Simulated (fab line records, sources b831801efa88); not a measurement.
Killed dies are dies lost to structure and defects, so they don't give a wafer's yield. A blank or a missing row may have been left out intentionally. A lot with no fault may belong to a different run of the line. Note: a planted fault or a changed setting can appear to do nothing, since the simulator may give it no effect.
Which tool is to blame? :: flow gf180mcu :: at 1 step of a route of 602, 6 lots with 18 wafers sampled

## WHAT THE GAUGES SHOWED, per wafer
GF_POLY_GATE_CD_MEAS_10: target cd 280 nm.
lot: L338
measured: day 10 22:10
on: cd_sem-01
cd_nm (nm): 278.0 278.2 278.1

lot: L341
measured: day 12 08:10
on: cd_sem-02
cd_nm (nm): 278.8 279.6 279.9

lot: L345
measured: day 13 08:43
on: cd_sem-02
cd_nm (nm): 280.4 281.1 281.1

lot: L350
measured: day 14 13:16
on: cd_sem-01
cd_nm (nm): 277.9 277.9 278.6

lot: L351
measured: day 15 06:34
on: cd_sem-01
cd_nm (nm): 279.1 279.3 278.9

lot: L353
measured: day 15 10:13
on: cd_sem-01
cd_nm (nm): 280.6 279.7 280.0

## WHICH TOOL RAN EACH LOT (tool, then ch and the chambers of the sampled wafers, then the start)
Record: no process step prior to these readings.

## THE ANSWER, worked out from the rows above alone
Rule: what is usual is taken from the lots themselves. Put in order of their means at a reading, lots are off if they are a third of the lots or fewer, leave a main group of 4 or more, and stand apart from it by a gap of 3 or more times the standard deviation of the main group's means; of several such gaps the widest counts. If all means in a main group match to the digits the tables above print for the reading, that group is not used. A lot without any number at a reading at which 4 lots or more have one is off too. Any other lot the step has rows for is counted as sound.
None of the lots is off at any reading shown; this tells nothing.

## WHAT THE SIMULATOR HAD INSERTED
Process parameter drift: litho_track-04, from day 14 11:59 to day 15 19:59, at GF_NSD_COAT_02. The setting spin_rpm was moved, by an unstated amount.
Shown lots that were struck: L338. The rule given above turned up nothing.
